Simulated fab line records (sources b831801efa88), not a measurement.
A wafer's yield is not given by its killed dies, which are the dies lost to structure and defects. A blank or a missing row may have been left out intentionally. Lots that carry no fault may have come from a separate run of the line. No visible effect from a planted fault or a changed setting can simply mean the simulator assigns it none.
The tool behind it: which one? :: flow sky130 :: 13 lots, 39 wafers sampled, at 5 steps of a route of 708

== WHAT THE GAUGES READ, wafer by wafer ==
SKY_SD_N_TW_MEAS_12. Usual: for SD_N_TW the level is 4001 and the standard deviation is 25.
lot: L490
measured: day 27 22:02
on: filmMetro-03
SD_N_TW: 4015 4006 4012
flag: 

lot: L489
measured: day 27 23:22
on: filmMetro-02
SD_N_TW: 3960 3962 3981
flag: 

lot: L492
measured: day 28 15:58
on: filmMetro-02
SD_N_TW: 4002 4031 3998
flag: 

lot: L499
measured: day 31 08:08
on: filmMetro-02
SD_N_TW: 30 30 30
flag: OFF

lot: L503
measured: day 32 13:08
on: filmMetro-01
SD_N_TW: 4012 4013 4014
flag: 

lot: L505
measured: day 33 01:23
on: filmMetro-02
SD_N_TW: 3985 3989 3973
flag: 

lot: L506
measured: day 33 08:17
on: filmMetro-03
SD_N_TW: 4056 4034 4029
flag: 

lot: L507
measured: day 33 11:33
on: filmMetro-01
SD_N_TW: 3981 3977 3984
flag: 

lot: L508
measured: day 33 16:05
on: filmMetro-01
SD_N_TW: 4006 3998 3997
flag: 

lot: L509
measured: day 34 15:25
on: filmMetro-02
SD_N_TW: 3989 3995 3983
flag: 

lot: L510
measured: day 35 03:07
on: filmMetro-03
SD_N_TW: 3996 4022 4027
flag: 

lot: L512
measured: day 35 10:37
on: filmMetro-01
SD_N_TW: 3996 3991 4009
flag: 

lot: L511
measured: day 35 19:33
on: filmMetro-01
SD_N_TW: 3980 3979 3990
flag: 

SKY_LI_CONTACT_BOW_MEAS_03. Usual: for LI_CONTACT_BOW the level is 57 um and the standard deviation is 7.2.
lot: L490
measured: day 27 23:11
on: filmMetro-03
LI_CONTACT_BOW (um): 68 52 47
flag: 

lot: L489
measured: day 28 00:35
on: filmMetro-01
LI_CONTACT_BOW (um): 59 55 60
flag: 

lot: L492
measured: day 28 17:06
on: filmMetro-02
LI_CONTACT_BOW (um): 48 52 55
flag: 

lot: L499
measured: day 31 09:17
on: filmMetro-03
LI_CONTACT_BOW (um): 57 52 56
flag: 

lot: L503
measured: day 32 14:19
on: filmMetro-02
LI_CONTACT_BOW (um): 41 57 73
flag: 

lot: L505
measured: day 33 02:31
on: filmMetro-03
LI_CONTACT_BOW (um): 57 55 54
flag: 

lot: L506
measured: day 33 09:25
on: filmMetro-01
LI_CONTACT_BOW (um): 59 58 60
flag: 

lot: L507
measured: day 33 12:40
on: filmMetro-01
LI_CONTACT_BOW (um): 60 58 61
flag: 

lot: L508
measured: day 33 17:14
on: filmMetro-01
LI_CONTACT_BOW (um): 61 73 71
flag: 

lot: L509
measured: day 34 16:32
on: filmMetro-03
LI_CONTACT_BOW (um): 59 62 64
flag: 

lot: L510
measured: day 35 04:15
on: filmMetro-02
LI_CONTACT_BOW (um): 62 60 59
flag: 

lot: L512
measured: day 35 11:44
on: filmMetro-03
LI_CONTACT_BOW (um): 45 61 72
flag: 

lot: L511
measured: day 35 20:45
on: filmMetro-02
LI_CONTACT_BOW (um): 48 58 61
flag: 

== EACH LOT AND THE TOOL THAT RAN IT (in order: tool; ch and the chambers of the sampled wafers; start) ==
lot: L490
SKY_LDD_LDN_STRIP_12: plasmaAsher-03 ch 0,1, day 22 15:49
SKY_RES_XHIGH_STRIP_08: plasmaAsher-03 ch 0,1, day 26 09:59
SKY_SD_N_STRIP_11: plasmaAsher-03 ch 0,1, day 27 21:56

lot: L489
SKY_LDD_LDN_STRIP_12: plasmaAsher-01 ch 1, day 22 17:57
SKY_RES_XHIGH_STRIP_08: plasmaAsher-03 ch 0,1, day 26 12:56
SKY_SD_N_STRIP_11: plasmaAsher-01 ch 0,1, day 27 23:16

lot: L492
SKY_LDD_LDN_STRIP_12: plasmaAsher-02 ch 1, day 23 19:19
SKY_RES_XHIGH_STRIP_08: plasmaAsher-01 ch 0,1, day 27 11:59
SKY_SD_N_STRIP_11: plasmaAsher-02 ch 0,1, day 28 15:52

lot: L499
SKY_LDD_LDN_STRIP_12: plasmaAsher-03 ch 0,1, day 26 10:59
SKY_RES_XHIGH_STRIP_08: plasmaAsher-01 ch 0,1, day 30 04:26
SKY_SD_N_STRIP_11: plasmaAsher-03 ch 0,1, day 31 08:03

lot: L503
SKY_LDD_LDN_STRIP_12: plasmaAsher-01 ch 1, day 27 22:14
SKY_RES_XHIGH_STRIP_08: plasmaAsher-04 ch 0, day 31 08:40
SKY_SD_N_STRIP_11: plasmaAsher-02 ch 0, day 32 13:01

lot: L505
SKY_LDD_LDN_STRIP_12: plasmaAsher-03 ch 0, day 28 06:30
SKY_RES_XHIGH_STRIP_08: plasmaAsher-04 ch 0, day 31 21:48
SKY_SD_N_STRIP_11: plasmaAsher-02 ch 0,1, day 33 01:16

lot: L506
SKY_LDD_LDN_STRIP_12: plasmaAsher-03 ch 0,1, day 28 18:05
SKY_RES_XHIGH_STRIP_08: plasmaAsher-03 ch 0,1, day 32 05:51
SKY_SD_N_STRIP_11: plasmaAsher-02 ch 0,1, day 33 08:11

lot: L507
SKY_LDD_LDN_STRIP_12: plasmaAsher-01 ch 1, day 28 21:22
SKY_RES_XHIGH_STRIP_08: plasmaAsher-04 ch 0,1, day 32 08:27
SKY_SD_N_STRIP_11: plasmaAsher-01 ch 0,1, day 33 11:27

lot: L508
SKY_LDD_LDN_STRIP_12: plasmaAsher-03 ch 0,1, day 29 03:16
SKY_RES_XHIGH_STRIP_08: plasmaAsher-03 ch 0,1, day 32 13:50
SKY_SD_N_STRIP_11: plasmaAsher-02 ch 0,1, day 33 16:00

lot: L509
SKY_LDD_LDN_STRIP_12: plasmaAsher-01 ch 0,1, day 29 23:58
SKY_RES_XHIGH_STRIP_08: plasmaAsher-03 ch 0,1, day 33 12:03
SKY_SD_N_STRIP_11: plasmaAsher-03 ch 0,1, day 34 15:19

lot: L510
SKY_LDD_LDN_STRIP_12: plasmaAsher-02 ch 0,1, day 30 13:33
SKY_RES_XHIGH_STRIP_08: plasmaAsher-04 ch 0,1, day 34 00:43
SKY_SD_N_STRIP_11: plasmaAsher-03 ch 0,1, day 35 03:01

lot: L512
SKY_LDD_LDN_STRIP_12: plasmaAsher-01 ch 0,1, day 30 23:04
SKY_RES_XHIGH_STRIP_08: plasmaAsher-04 ch 0,1, day 34 08:59
SKY_SD_N_STRIP_11: plasmaAsher-02 ch 0,1, day 35 10:30

lot: L511
SKY_LDD_LDN_STRIP_12: plasmaAsher-03 ch 0,1, day 31 06:10
SKY_RES_XHIGH_STRIP_08: plasmaAsher-03 ch 0,1, day 34 17:12
SKY_SD_N_STRIP_11: plasmaAsher-03 ch 0,1, day 35 19:28
- SKY_LDD_LDN_STRIP_12: strips in O2/N2.
- SKY_RES_XHIGH_STRIP_08: strips in O2/N2.
- SKY_SD_N_STRIP_11: strips in O2/N2.

== WHAT THE TOOLS THEMSELVES READ (means of the sampled wafers that have a number; where no wafer has one, the mark that the record gives instead) ==
SKY_LDD_LDN_STRIP_12. Usual: drypumpMotorCurrentA 5.80 A, standard deviation 0.24; oesProductAu 0.716 a.u., standard deviation 0.0045; stripTimeToEndpointS 14.19 s, standard deviation 0.037.
lot: L490
tool: plasmaAsher-03
drypumpMotorCurrentA (A): 5.81
oesProductAu (a.u.): 0.714
stripTimeToEndpointS (s): 14.17
flag: 

lot: L489
tool: plasmaAsher-01
drypumpMotorCurrentA (A): 5.73
oesProductAu (a.u.): 0.717
stripTimeToEndpointS (s): 14.21
flag: 

lot: L492
tool: plasmaAsher-02
drypumpMotorCurrentA (A): 5.91
oesProductAu (a.u.): 0.716
stripTimeToEndpointS (s): 14.19
flag: 

lot: L499
tool: plasmaAsher-03
drypumpMotorCurrentA (A): 5.82
oesProductAu (a.u.): 0.712
stripTimeToEndpointS (s): 14.18
flag: 

lot: L503
tool: plasmaAsher-01
drypumpMotorCurrentA (A): 5.73
oesProductAu (a.u.): 0.715
stripTimeToEndpointS (s): 14.20
flag: 

lot: L505
tool: plasmaAsher-03
drypumpMotorCurrentA (A): 5.63
oesProductAu (a.u.): 0.716
stripTimeToEndpointS (s): 14.20
flag: 

lot: L506
tool: plasmaAsher-03
drypumpMotorCurrentA (A): 6.03
oesProductAu (a.u.): 0.716
stripTimeToEndpointS (s): 14.21
flag: 

lot: L507
tool: plasmaAsher-01
drypumpMotorCurrentA (A): 5.72
oesProductAu (a.u.): 0.717
stripTimeToEndpointS (s): 14.18
flag: 

lot: L508
tool: plasmaAsher-03
drypumpMotorCurrentA (A): 6.05
oesProductAu (a.u.): 0.718
stripTimeToEndpointS (s): 14.16
flag: 

lot: L509
tool: plasmaAsher-01
drypumpMotorCurrentA (A): 5.69
oesProductAu (a.u.): 0.713
stripTimeToEndpointS (s): 14.19
flag: 

lot: L510
tool: plasmaAsher-02
drypumpMotorCurrentA (A): 5.74
oesProductAu (a.u.): 0.715
stripTimeToEndpointS (s): 14.13
flag: 

lot: L512
tool: plasmaAsher-01
drypumpMotorCurrentA (A): 5.69
oesProductAu (a.u.): 0.712
stripTimeToEndpointS (s): 14.21
flag: 

lot: L511
tool: plasmaAsher-03
drypumpMotorCurrentA (A): 6.03
oesProductAu (a.u.): 0.717
stripTimeToEndpointS (s): 14.18
flag: 

SKY_RES_XHIGH_STRIP_08. Usual: drypumpMotorCurrentA 5.87 A, standard deviation 0.24; oesProductAu 0.711 a.u., standard deviation 0.0043; stripTimeToEndpointS 14.26 s, standard deviation 0.039.
lot: L490
tool: plasmaAsher-03
drypumpMotorCurrentA (A): 6.02
oesProductAu (a.u.): 0.709
stripTimeToEndpointS (s): 14.23
flag: 

lot: L489
tool: plasmaAsher-03
drypumpMotorCurrentA (A): 5.82
oesProductAu (a.u.): 0.712
stripTimeToEndpointS (s): 14.26
flag: 

lot: L492
tool: plasmaAsher-01
drypumpMotorCurrentA (A): 5.71
oesProductAu (a.u.): 0.716
stripTimeToEndpointS (s): 14.17
flag: 

lot: L499
tool: plasmaAsher-01
drypumpMotorCurrentA (A): 5.64
oesProductAu (a.u.): 0.908
stripTimeToEndpointS (s): -
flag: OFF

lot: L503
tool: plasmaAsher-04
drypumpMotorCurrentA (A): 5.92
oesProductAu (a.u.): 0.705
stripTimeToEndpointS (s): 14.27
flag: 

lot: L505
tool: plasmaAsher-04
drypumpMotorCurrentA (A): 5.90
oesProductAu (a.u.): 0.712
stripTimeToEndpointS (s): 14.26
flag: 

lot: L506
tool: plasmaAsher-03
drypumpMotorCurrentA (A): 6.04
oesProductAu (a.u.): 0.713
stripTimeToEndpointS (s): 14.26
flag: 

lot: L507
tool: plasmaAsher-04
drypumpMotorCurrentA (A): 5.94
oesProductAu (a.u.): 0.713
stripTimeToEndpointS (s): 14.27
flag: 

lot: L508
tool: plasmaAsher-03
drypumpMotorCurrentA (A): 5.83
oesProductAu (a.u.): 0.706
stripTimeToEndpointS (s): 14.25
flag: 

lot: L509
tool: plasmaAsher-03
drypumpMotorCurrentA (A): 5.82
oesProductAu (a.u.): 0.711
stripTimeToEndpointS (s): 14.30
flag: 

lot: L510
tool: plasmaAsher-04
drypumpMotorCurrentA (A): 5.92
oesProductAu (a.u.): 0.713
stripTimeToEndpointS (s): 14.21
flag: 

lot: L512
tool: plasmaAsher-04
drypumpMotorCurrentA (A): 5.92
oesProductAu (a.u.): 0.715
stripTimeToEndpointS (s): 14.29
flag: 

lot: L511
tool: plasmaAsher-03
drypumpMotorCurrentA (A): 5.82
oesProductAu (a.u.): 0.711
stripTimeToEndpointS (s): 14.22
flag: 

SKY_SD_N_STRIP_11. Usual: drypumpMotorCurrentA 5.82 A, standard deviation 0.23; oesProductAu 0.527 a.u., standard deviation 0.004; stripTimeToEndpointS 22.56 s, standard deviation 0.047.
lot: L490
tool: plasmaAsher-03
drypumpMotorCurrentA (A): 5.83
oesProductAu (a.u.): 0.531
stripTimeToEndpointS (s): 22.53
flag: 

lot: L489
tool: plasmaAsher-01
drypumpMotorCurrentA (A): 5.70
oesProductAu (a.u.): 0.526
stripTimeToEndpointS (s): 22.62
flag: 

lot: L492
tool: plasmaAsher-02
drypumpMotorCurrentA (A): 5.82
oesProductAu (a.u.): 0.525
stripTimeToEndpointS (s): 22.56
flag: 

lot: L499
tool: plasmaAsher-03
drypumpMotorCurrentA (A): 6.04
oesProductAu (a.u.): 0.579
stripTimeToEndpointS (s): 30.85
flag: OFF

lot: L503
tool: plasmaAsher-02
drypumpMotorCurrentA (A): 5.69
oesProductAu (a.u.): 0.529
stripTimeToEndpointS (s): 22.53
flag: 

lot: L505
tool: plasmaAsher-02
drypumpMotorCurrentA (A): 5.81
oesProductAu (a.u.): 0.528
stripTimeToEndpointS (s): 22.50
flag: 

lot: L506
tool: plasmaAsher-02
drypumpMotorCurrentA (A): 5.75
oesProductAu (a.u.): 0.531
stripTimeToEndpointS (s): 22.60
flag: 

lot: L507
tool: plasmaAsher-01
drypumpMotorCurrentA (A): 5.69
oesProductAu (a.u.): 0.531
stripTimeToEndpointS (s): 22.54
flag: 

lot: L508
tool: plasmaAsher-02
drypumpMotorCurrentA (A): 5.75
oesProductAu (a.u.): 0.526
stripTimeToEndpointS (s): 22.55
flag: 

lot: L509
tool: plasmaAsher-03
drypumpMotorCurrentA (A): 6.04
oesProductAu (a.u.): 0.525
stripTimeToEndpointS (s): 22.53
flag: 

lot: L510
tool: plasmaAsher-03
drypumpMotorCurrentA (A): 6.04
oesProductAu (a.u.): 0.528
stripTimeToEndpointS (s): 22.58
flag: 

lot: L512
tool: plasmaAsher-02
drypumpMotorCurrentA (A): 5.85
oesProductAu (a.u.): 0.524
stripTimeToEndpointS (s): 22.57
flag: 

lot: L511
tool: plasmaAsher-03
drypumpMotorCurrentA (A): 6.05
oesProductAu (a.u.): 0.526
stripTimeToEndpointS (s): 22.64
flag: 

== THE ANSWER, worked out from the rows above alone ==
Rule: lot off if the mean of its wafers having a number is beyond 3 standard deviations from the usual mean. Also off: a lot with no number at a reading for which 4 or more lots have one. All remaining lots with rows at the step are treated as sound. First the gauges in route order, then the tools' own readings, where a lot's mean is used as printed above. At the first step where some lot is off, the reading lying furthest off is the one used; lots without a number count as furthest.
Off: L499, seen at SKY_SD_N_TW_MEAS_12 (SD_N_TW).
If a tool, at a process step before that reading, ran all the lots that are off and no sound lot after the first of them, it fits. Not tried: the gauges at SKY_SD_N_TW_MEAS_12; whatever is off there is also off at SKY_RES_XHIGH_STRIP_08, on other tools, and gauge error can't account for it. One fits: plasmaAsher-01 at SKY_RES_XHIGH_STRIP_08. Its last sound lot is L492 (day 27 11:59), its first lot that is off L499 (day 30 04:26): a fault that began between those two fits.
The tool's own readings at SKY_RES_XHIGH_STRIP_08 bear it out: on the lots that are off they differ by more than 5 times the standard deviation of the sound lots' means. oesProductAu reads 0.908 a.u. there against 0.711 a.u. on the sound lots.
Blank at SKY_RES_XHIGH_STRIP_08 on the lots that are off, where sound lots have numbers: stripTimeToEndpointS.

== WHAT HAD BEEN PUT IN BY THE SIMULATOR ==
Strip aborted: plasmaAsher-01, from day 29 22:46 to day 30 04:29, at SKY_RES_XHIGH_STRIP_08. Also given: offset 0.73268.
Lots struck among those shown: L499. The rule above reached the same finding.
